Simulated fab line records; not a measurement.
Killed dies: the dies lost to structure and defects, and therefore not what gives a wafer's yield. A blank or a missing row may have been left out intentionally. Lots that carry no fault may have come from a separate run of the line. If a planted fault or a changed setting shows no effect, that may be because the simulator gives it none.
Shared-tool check	flow sky130	11 lots, 33 wafers sampled

## THE REASON FOR OPENING IT
SKY_SONOS_ONO_THK_MEAS_01, reading SONOS_ONO_OXIDATION_THK: flagged on 2 of 11 lots. Fault-free wafers read 2.60 nm, with a standard deviation of 0.054.
Rule: a lot gets a flag if all its wafers with a number sit over 4 standard deviations from that mean, or if no wafer of it has a number. The other lots count as sound.

lot	measured	on	SONOS_ONO_OXIDATION_THK (nm), wafer by wafer	flag
L674	day 11 07:44	film_metro-03	2.60 2.60 2.55	
L677	day 12 08:59	film_metro-03	2.56 2.57 2.63	
L676	day 12 11:01	film_metro-03	2.63 2.58 2.59	
L678	day 12 19:07	film_metro-02	2.61 2.59 2.66	
L682	day 13 23:22	film_metro-02	2.14 2.19 2.15	FLAGGED
L683	day 14 07:09	film_metro-01	2.12 2.10 2.06	FLAGGED
L691	day 16 23:23	film_metro-02	2.62 2.62 2.67	
L694	day 17 14:11	film_metro-03	2.57 2.47 2.49	
L695	day 17 20:31	film_metro-02	2.51 2.51 2.56	
L696	day 18 06:00	film_metro-01	2.67 2.63 2.66	
L697	day 18 21:25	film_metro-01	2.62 2.69 2.62	
The numbers of the flagged lots are 2.13 nm on average: -0.47 nm against the usual, or -9 standard deviations.

## WHICH TOOL RAN EACH LOT
2 process steps preceding the reading are held in the record, out of 708 steps in the route. Cell contents, in order: the tool; ch with the chambers the sampled wafers went through; the start.
lot	flag	SKY_PWDE_STRIP_09	SKY_SONOS_ONO_OXIDATION_00
L674		plasma_asher-02 ch 0,1, day 3 20:47	furnace-02 ch 0, day 11 06:23
L677		plasma_asher-03 ch 0,1, day 4 14:20	furnace-02 ch 0, day 12 07:38
L676		plasma_asher-01 ch 0,1, day 4 14:41	furnace-01 ch 0, day 12 09:40
L678		plasma_asher-02 ch 0,1, day 4 17:11	furnace-01 ch 0, day 12 17:47
L682	FLAGGED	plasma_asher-02 ch 0, day 5 17:47	furnace-01 ch 0, day 13 22:01
L683	FLAGGED	plasma_asher-01 ch 1, day 5 22:26	furnace-01 ch 0, day 14 05:49
L691		plasma_asher-01 ch 0,1, day 7 22:38	furnace-02 ch 0, day 16 22:02
L694		plasma_asher-01 ch 0,1, day 8 12:49	furnace-02 ch 0, day 17 12:51
L695		plasma_asher-02 ch 0,1, day 8 17:05	furnace-02 ch 0, day 17 19:10
L696		plasma_asher-01 ch 0,1, day 8 23:41	furnace-01 ch 0, day 18 04:39
L697		plasma_asher-02 ch 0,1, day 9 09:11	furnace-01 ch 0, day 18 20:02
What the steps here do:
- SKY_PWDE_STRIP_09: strips in O2/N2.
- SKY_SONOS_ONO_OXIDATION_00: stabilise 600 s, purge 300 s, target thk 2.6 nm.
- SKY_SONOS_ONO_THK_MEAS_01

## FLAGGED OVER TOTAL, TOOL BY TOOL (the gauges that took the reading come last)
step	tool	lots run	flagged	share of the flagged lots	sound lots run after its first flagged lot
SKY_PWDE_STRIP_09	plasma_asher-01	5	1	some	3 (L691,L694,L696)
SKY_PWDE_STRIP_09	plasma_asher-02	5	1	some	2 (L695,L697)
SKY_PWDE_STRIP_09	plasma_asher-03	1	0	none	-
SKY_SONOS_ONO_OXIDATION_00	furnace-01	6	2	all	2 (L696,L697)
SKY_SONOS_ONO_OXIDATION_00	furnace-02	5	0	none	-
SKY_SONOS_ONO_THK_MEAS_01	film_metro-01	3	1	some	2 (L696,L697)
SKY_SONOS_ONO_THK_MEAS_01	film_metro-02	4	1	some	2 (L691,L695)
SKY_SONOS_ONO_THK_MEAS_01	film_metro-03	4	0	none	-

## THE TABLE: WHAT IT ALLOWS
Rows of the table that ran each flagged lot: 1, that is furnace-01 at SKY_SONOS_ONO_OXIDATION_00.
- furnace-01 at SKY_SONOS_ONO_OXIDATION_00: 2 of its 6 lots flagged. Sound lots followed the first flagged one (L696, L697) on it, something a lasting fault affecting the whole tool could not allow. Its own readings (spike_tc_centre_C, spike_tc_lower_C, spike_tc_top_C, spike_tc_upper_C, tube_center_temp_C, tube_center_temp_C_max) fall more than 4 standard deviations out on all wafers of the flagged lots.
None of the table's rows ran every flagged lot and, after the first, no sound lot.

## WHAT HAD BEEN PUT IN BY THE SIMULATOR
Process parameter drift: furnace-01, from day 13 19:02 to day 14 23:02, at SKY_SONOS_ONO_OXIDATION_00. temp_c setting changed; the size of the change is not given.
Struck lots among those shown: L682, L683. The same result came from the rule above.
